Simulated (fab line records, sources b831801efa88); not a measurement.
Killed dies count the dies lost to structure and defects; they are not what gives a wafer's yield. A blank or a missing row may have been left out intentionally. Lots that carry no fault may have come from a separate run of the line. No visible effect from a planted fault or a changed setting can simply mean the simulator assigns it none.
A struck lot beside a sound one | flow sky130 | 31 steps out of a route of 708
Sound: the wafers L539.1, L539.2, L539.5. Struck: wafers L556.3, L556.5, L556.6. The cause is named last.
Each step with rows lists, per side, the tool, then ch with its chambers, then its first start. Under that, the readings that differ: sound wafers | struck wafers | difference of the means | sigmas: that difference in standard deviations of wafers without a fault.
alike: same words and numbers on both sides, and readings whose means sit less than 2 such deviations apart. not compared: any withheld reading, any reading some wafer has no value for, any bound like >300 that may hide the same value, and any number with overlapping values for which the record gives no deviation.
A row with sigmas, a row that says differs or no value, or rows on one side alone: a step with any of these is where the two part. Numbers that don't overlap but have no deviation are shown without sigmas and don't part them. Lack of a reading on every wafer of one side parts them only where that side has two or more wafers.

SKY_PWDE_OVL_MEAS_07:
  sound on overlay-02, day 4 09:11; struck on overlay-01, day 8 07:52
  alike: PWDE_OVL
after that, 1 step had no rows for these wafers: SKY_PWDE_IMPLANT_08.
SKY_PWDE_STRIP_09: strips in O2/N2.
  sound on plasma-asher-04 ch 0,1, day 4 09:22; struck on plasma-asher-04 ch 0,1, day 8 08:05
  alike: drypump-motor-current-A, oes-product-au, strip-time-to-endpoint-s
  not compared: rf-hours-counter-h
SKY_PWDE_TW_MEAS_10:
  sound on film-metro-01, day 4 09:28; struck on film-metro-03, day 8 08:10
  alike: PWDE_TW
then, 7 steps without rows for these wafers: SKY_NWELL_DEHYDRATE_03 (time 60 s); SKY_NWELL_HMDS_04 (prime time 60 s); SKY_NWELL_COAT_05 (resist thk 3000 nm); SKY_NWELL_SOFTBAKE_06; SKY_NWELL_EXPOSE_07 (exposes mask NWM, target cd 840 nm); SKY_NWELL_PEB_08; SKY_NWELL_DEVELOP_09 (develop time 60 s).
SKY_NWELL_OVL_MEAS_10:
  sound on overlay-01, day 5 01:59; struck on overlay-02, day 9 04:51
  alike: NWELL_00_OVL
SKY_NWELL_IMPLANT_11:
  sound on implanter-04 ch 0, day 5 02:01; struck on implanter-04 ch 0, day 9 04:55
  reading            | sound                            | struck                           | difference  | sigmas
  beam-on-s (s)      | 10.21 9.89 9.91                  | 10.90 10.53 10.12                | +0.51       | +3
  dose-ions-cm2      | 1.9001e+13 1.9002e+13 1.9005e+13 | 2.8386e+13 2.8347e+13 2.8333e+13 | +9.3527e+12 | +99 or more
  faraday-current-uA | 105.3 108.4 108.6                | 146.2 152.0 157.2                | +44.4       | +21
then, 2 steps without rows for these wafers: SKY_NWELL_IMPLANT_12; SKY_NWELL_IMPLANT_13.
SKY_NWELL_STRIP_14: strips in O2/N2.
  sound on plasma-asher-04 ch 0,1, day 5 02:28; struck on plasma-asher-01 ch 0,1, day 9 05:22
  alike: drypump-motor-current-A, oes-product-au, strip-time-to-endpoint-s
  not compared: rf-hours-counter-h
SKY_NWELL_TW_MEAS_15:
  sound on film-metro-03, day 5 02:34; struck on film-metro-01, day 9 05:40
  reading  | sound          | struck         | difference | sigmas
  NWELL_TW | 1852 1856 1840 | 2025 2024 2026 | +176       | +7
  not compared: hold
then, 6 steps without rows for these wafers: SKY_NWELL_HMDS_17 (prime time 60 s); SKY_NWELL_COAT_18 (resist thk 3000 nm); SKY_NWELL_SOFTBAKE_19; SKY_NWELL_EXPOSE_20 (exposes mask NWM COMPLEMENT, target cd 840 nm); SKY_NWELL_PEB_21; SKY_NWELL_DEVELOP_22 (develop time 60 s).
SKY_NWELL_OVL_MEAS_23:
  sound on overlay-02, day 5 20:13; struck on overlay-02, day 10 02:55
  alike: NWELL_01_OVL
after that, 1 step had no rows for these wafers: SKY_NWELL_IMPLANT_24.
SKY_NWELL_STRIP_25: strips in O2/N2.
  sound on plasma-asher-02 ch 0,1, day 5 20:24; struck on plasma-asher-04 ch 0,1, day 10 03:08
  alike: drypump-motor-current-A, oes-product-au, strip-time-to-endpoint-s
  not compared: rf-hours-counter-h
SKY_NWELL_TW_MEAS_26:
  sound on film-metro-03, day 5 20:30; struck on film-metro-01, day 10 03:13
  reading    | sound       | struck      | difference | sigmas
  NWELL_2_TW | 504 504 505 | 490 489 492 | -14        | -2
then, 1 step without rows for these wafers: SKY_NWELL_CLEAN_27 (cleans in SC1/SC2, time 150 s).
SKY_NWELL_RTA_28: time 30 s.
  sound on rtp-anneal-02 ch 0, day 5 20:37; struck on rtp-anneal-01 ch 0, day 10 03:20
  alike: lamp-power-pct, wafer_temp_C_max
SKY_NWELL_RS_MEAS_29: uses a four-point probe to measure.
  sound on film-metro-01, day 5 20:43; struck on film-metro-03, day 10 03:49
  reading           | sound             | struck            | difference | sigmas
  NWELL_RS (ohm/sq) | 627.4 626.3 626.8 | 503.0 504.1 505.2 | -122.7     | -65
  not compared: hold
after that, 1 step had no rows for these wafers: SKY_PAD_OPEN_PROBE_99.

== WHERE THEY PART ==
At SKY_NWELL_IMPLANT_11 first; at SKY_NWELL_RS_MEAS_29 last (within this record only).

WHY: what had been put in by the simulator
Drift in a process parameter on implanter-04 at SKY_NWELL_IMPLANT_11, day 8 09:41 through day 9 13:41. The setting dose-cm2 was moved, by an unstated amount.
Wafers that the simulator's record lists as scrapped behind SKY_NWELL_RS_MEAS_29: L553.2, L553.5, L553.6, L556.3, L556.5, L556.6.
